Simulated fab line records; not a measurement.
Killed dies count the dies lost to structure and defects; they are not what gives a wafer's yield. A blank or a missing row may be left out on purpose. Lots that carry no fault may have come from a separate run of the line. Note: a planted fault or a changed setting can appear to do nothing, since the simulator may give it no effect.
One fault through the eyes of 2 desks ; flow gf180mcu ; numbers are kept per desk, each desk with only its own; the story behind them comes last

METROLOGY DESK
Lot by lot, what the gauges showed, no matter which tool ran the lot: averages of those sampled wafers that carry a number. Marked OUT: a lot whose mean sits more than 4 standard deviations from the usual mean, which makes it out of limits; the brackets give that distance.
Columns: A = V4_W_RS at GF_V4_RS_MEAS_24, usual 0.326 ohm/sq; B = V4_W_THK at GF_V4_THK_MEAS_25, usual 351 nm; C = MIM_CVD_05_THK at GF_MIM_THK_MEAS_06, usual 42.0 nm; D = MIM_ALCU_RS at GF_MIM_RS_MEAS_10, usual 0.1603 ohm/sq; E = MIM_ALCU_THK at GF_MIM_THK_MEAS_11, usual 197.5 nm
lot;first seen here;A;B;C;D;E
L591;day 25 15:38;0.332;344;42.3;0.1617;195.5
L592;day 26 03:02;0.324;353;41.8;0.1600;198.7
L597;day 27 13:29;0.327;348;41.7;0.1569;201.3
L599;day 28 11:45;0.330;348;41.2;0.1585;200.1
L607;day 30 08:18;0.324;352;42.2;0.1584;199.5
L611;day 31 14:17;0.318;356;41.4;0.1594;197.4
Finding of this desk: none of the 6 lots has anything out of limits.

TOOL OWNER'S DESK, pvd-sputter-04
The tool's own readings at GF_MIM_SPUTTER_08 (material AlCu, target thk 200 nm, time 10.6 s): means of the sampled wafers that have a number, for each lot that ran on this tool. Marked OUT: a lot whose mean sits more than 4 standard deviations from the usual mean, which makes it out of limits; the brackets give that distance.
Columns: A = throttle-valve-pct at GF_MIM_SPUTTER_08, usual 30.2 %
lot;first seen here;A
L591;day 25 16:26;28.7
L592;day 26 03:52;29.0
L597;day 27 14:20;30.3
L599;day 28 12:34;30.2
Finding of this desk: none of the 4 lots has anything out of limits.

TAKEN TOGETHER
The metrology desk saw nothing out of limits.
Nothing out of limits was seen by the tool owner's desk.

WHAT THE SIMULATOR HAD PUT IN
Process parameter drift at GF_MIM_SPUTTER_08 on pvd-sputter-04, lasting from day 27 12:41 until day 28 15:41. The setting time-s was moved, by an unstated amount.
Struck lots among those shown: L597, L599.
